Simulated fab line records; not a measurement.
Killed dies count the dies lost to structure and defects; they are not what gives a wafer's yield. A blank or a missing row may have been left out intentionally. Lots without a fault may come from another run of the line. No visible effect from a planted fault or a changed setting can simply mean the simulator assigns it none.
Which tool is to blame? / flow gf180mcu / Sampling: 13 lots, 39 wafers, 3 of 602 route steps

== WHAT EACH GAUGE READ, for each wafer ==
GF_V5_OVL_MEAS_15. Usual: for V5_OVL the level is -3 nm and the standard deviation is 5.5.
lot=L824; measured=day 27 04:41; on=overlay-01; V5_OVL (nm)=-2 -6 0; flag=
lot=L825; measured=day 27 19:51; on=overlay-01; V5_OVL (nm)=-5 -5 -4; flag=
lot=L826; measured=day 27 22:56; on=overlay-01; V5_OVL (nm)=-8 -10 -5; flag=
lot=L828; measured=day 28 12:29; on=overlay-02; V5_OVL (nm)=-3 -3 -4; flag=
lot=L829; measured=day 28 21:17; on=overlay-01; V5_OVL (nm)=0 -10 -2; flag=
lot=L834; measured=day 30 10:35; on=overlay-01; V5_OVL (nm)=-6 -3 -5; flag=
lot=L835; measured=day 30 15:44; on=overlay-01; V5_OVL (nm)=-6 -4 -4; flag=
lot=L839; measured=day 31 12:08; on=overlay-02; V5_OVL (nm)=-1 -4 -13; flag=
lot=L840; measured=day 31 16:41; on=overlay-01; V5_OVL (nm)=-8 -4 5; flag=
lot=L842; measured=day 32 09:26; on=overlay-01; V5_OVL (nm)=-8 -6 -11; flag=
lot=L843; measured=day 32 10:24; on=overlay-02; V5_OVL (nm)=2 -5 -2; flag=
lot=L844; measured=day 32 18:44; on=overlay-01; V5_OVL (nm)=-1 -9 -5; flag=
lot=L845; measured=day 32 23:44; on=overlay-02; V5_OVL (nm)=-3 -4 -8; flag=

== EACH LOT AND THE TOOL THAT RAN IT (in order: tool; ch and the chambers of the sampled wafers; start) ==
lot=L824; GF_M1_STRIP_17=plasma-asher-02 ch 1, day 17 04:50; GF_MIM_SPUTTER_03=pvd-sputter-04, day 24 10:50
lot=L825; GF_M1_STRIP_17=plasma-asher-04 ch 0,1, day 17 22:07; GF_MIM_SPUTTER_03=pvd-sputter-02, day 25 03:34
lot=L826; GF_M1_STRIP_17=plasma-asher-04 ch 0,1, day 17 22:50; GF_MIM_SPUTTER_03=pvd-sputter-02, day 25 05:22
lot=L828; GF_M1_STRIP_17=plasma-asher-02 ch 0,1, day 18 17:29; GF_MIM_SPUTTER_03=pvd-sputter-01, day 25 21:10
lot=L829; GF_M1_STRIP_17=plasma-asher-04 ch 0, day 19 04:29; GF_MIM_SPUTTER_03=pvd-sputter-01, day 26 06:29
lot=L834; GF_M1_STRIP_17=plasma-asher-01 ch 0,1, day 21 02:26; GF_MIM_SPUTTER_03=pvd-sputter-02, day 27 23:08
lot=L835; GF_M1_STRIP_17=plasma-asher-01 ch 0,1, day 21 09:47; GF_MIM_SPUTTER_03=pvd-sputter-01, day 28 05:22
lot=L839; GF_M1_STRIP_17=plasma-asher-01 ch 0,1, day 22 11:08; GF_MIM_SPUTTER_03=pvd-sputter-02, day 29 02:45
lot=L840; GF_M1_STRIP_17=plasma-asher-01 ch 0,1, day 22 16:11; GF_MIM_SPUTTER_03=pvd-sputter-02, day 29 07:05
lot=L842; GF_M1_STRIP_17=plasma-asher-02 ch 0,1, day 23 12:24; GF_MIM_SPUTTER_03=pvd-sputter-01, day 30 01:50
lot=L843; GF_M1_STRIP_17=plasma-asher-04 ch 0,1, day 23 17:02; GF_MIM_SPUTTER_03=pvd-sputter-01, day 30 02:29
lot=L844; GF_M1_STRIP_17=plasma-asher-02 ch 0,1, day 24 01:32; GF_MIM_SPUTTER_03=pvd-sputter-02, day 30 11:31
lot=L845; GF_M1_STRIP_17=plasma-asher-02 ch 0,1, day 24 08:47; GF_MIM_SPUTTER_03=pvd-sputter-04, day 30 18:49
- GF_M1_STRIP_17: strips in O2/N2.
- GF_MIM_SPUTTER_03: material Ti, target thk 10 nm, time 6.7 s.

== AS READ BY THE TOOLS THEMSELVES (means over the sampled wafers that have a number; for cases with no such wafer, the mark the record gives instead) ==
GF_M1_STRIP_17. Usual: chamber-pressure-mTorr 1500.0 mTorr, standard deviation 1.3; drypump-motor-current-A 5.7 A, standard deviation 0.36; heater-power-w 325 W, standard deviation 35; oes-product-au 0.557 a.u., standard deviation 0.0053; strip-time-to-endpoint-s 7.85 s, standard deviation 0.046.
lot=L824; tool=plasma-asher-02; chamber-pressure-mTorr (mTorr)=1500.4; drypump-motor-current-A (A)=5.8; heater-power-w (W)=339; oes-product-au (a.u.)=0.556; strip-time-to-endpoint-s (s)=7.86; flag=
lot=L825; tool=plasma-asher-04; chamber-pressure-mTorr (mTorr)=1499.5; drypump-motor-current-A (A)=5.3; heater-power-w (W)=368; oes-product-au (a.u.)=0.557; strip-time-to-endpoint-s (s)=7.85; flag=
lot=L826; tool=plasma-asher-04; chamber-pressure-mTorr (mTorr)=1501.4; drypump-motor-current-A (A)=5.1; heater-power-w (W)=344; oes-product-au (a.u.)=0.557; strip-time-to-endpoint-s (s)=7.91; flag=
lot=L828; tool=plasma-asher-02; chamber-pressure-mTorr (mTorr)=1500.4; drypump-motor-current-A (A)=5.7; heater-power-w (W)=300; oes-product-au (a.u.)=0.551; strip-time-to-endpoint-s (s)=7.79; flag=
lot=L829; tool=plasma-asher-04; chamber-pressure-mTorr (mTorr)=1499.1; drypump-motor-current-A (A)=5.5; heater-power-w (W)=391; oes-product-au (a.u.)=0.563; strip-time-to-endpoint-s (s)=7.95; flag=
lot=L834; tool=plasma-asher-01; chamber-pressure-mTorr (mTorr)=1500.0; drypump-motor-current-A (A)=6.0; heater-power-w (W)=304; oes-product-au (a.u.)=0.558; strip-time-to-endpoint-s (s)=7.89; flag=
lot=L835; tool=plasma-asher-01; chamber-pressure-mTorr (mTorr)=1500.1; drypump-motor-current-A (A)=5.9; heater-power-w (W)=321; oes-product-au (a.u.)=0.559; strip-time-to-endpoint-s (s)=7.87; flag=
lot=L839; tool=plasma-asher-01; chamber-pressure-mTorr (mTorr)=1501.3; drypump-motor-current-A (A)=6.0; heater-power-w (W)=316; oes-product-au (a.u.)=0.558; strip-time-to-endpoint-s (s)=7.85; flag=
lot=L840; tool=plasma-asher-01; chamber-pressure-mTorr (mTorr)=1500.6; drypump-motor-current-A (A)=6.0; heater-power-w (W)=308; oes-product-au (a.u.)=0.555; strip-time-to-endpoint-s (s)=7.73; flag=
lot=L842; tool=plasma-asher-02; chamber-pressure-mTorr (mTorr)=1499.5; drypump-motor-current-A (A)=5.7; heater-power-w (W)=298; oes-product-au (a.u.)=0.556; strip-time-to-endpoint-s (s)=7.81; flag=
lot=L843; tool=plasma-asher-04; chamber-pressure-mTorr (mTorr)=1500.2; drypump-motor-current-A (A)=5.1; heater-power-w (W)=352; oes-product-au (a.u.)=0.552; strip-time-to-endpoint-s (s)=7.78; flag=
lot=L844; tool=plasma-asher-02; chamber-pressure-mTorr (mTorr)=1500.3; drypump-motor-current-A (A)=5.8; heater-power-w (W)=320; oes-product-au (a.u.)=0.557; strip-time-to-endpoint-s (s)=7.84; flag=
lot=L845; tool=plasma-asher-02; chamber-pressure-mTorr (mTorr)=1500.7; drypump-motor-current-A (A)=5.7; heater-power-w (W)=304; oes-product-au (a.u.)=0.553; strip-time-to-endpoint-s (s)=7.82; flag=

GF_MIM_SPUTTER_03. Usual: throttle-valve-pct reads 29.9 % (standard deviation 1.1).
lot=L824; tool=pvd-sputter-04; throttle-valve-pct (%)=30.4; flag=
lot=L825; tool=pvd-sputter-02; throttle-valve-pct (%)=29.6; flag=
lot=L826; tool=pvd-sputter-02; throttle-valve-pct (%)=29.2; flag=
lot=L828; tool=pvd-sputter-01; throttle-valve-pct (%)=31.0; flag=
lot=L829; tool=pvd-sputter-01; throttle-valve-pct (%)=29.8; flag=
lot=L834; tool=pvd-sputter-02; throttle-valve-pct (%)=29.6; flag=
lot=L835; tool=pvd-sputter-01; throttle-valve-pct (%)=29.8; flag=
lot=L839; tool=pvd-sputter-02; throttle-valve-pct (%)=29.7; flag=
lot=L840; tool=pvd-sputter-02; throttle-valve-pct (%)=28.8; flag=
lot=L842; tool=pvd-sputter-01; throttle-valve-pct (%)=29.4; flag=
lot=L843; tool=pvd-sputter-01; throttle-valve-pct (%)=30.4; flag=
lot=L844; tool=pvd-sputter-02; throttle-valve-pct (%)=28.6; flag=
lot=L845; tool=pvd-sputter-04; throttle-valve-pct (%)=30.1; flag=

== THE ANSWER, worked out from the rows above alone ==
Rule: a lot is off if the mean of its wafers that have a number lies more than 3 standard deviations from the usual mean. A lot without any number at a reading at which 4 lots or more have one is off too. The other lots that the step has rows for count as sound. Order of review: gauges by route order, followed by the tools' own readings, for which a lot's mean as printed above is used. The first step at which some lot is off is used, and at that step the reading that is off furthest; a lot without a number counts as furthest.
None of the lots is off at any reading shown; this tells nothing.

== WHAT HAD BEEN PUT IN BY THE SIMULATOR ==
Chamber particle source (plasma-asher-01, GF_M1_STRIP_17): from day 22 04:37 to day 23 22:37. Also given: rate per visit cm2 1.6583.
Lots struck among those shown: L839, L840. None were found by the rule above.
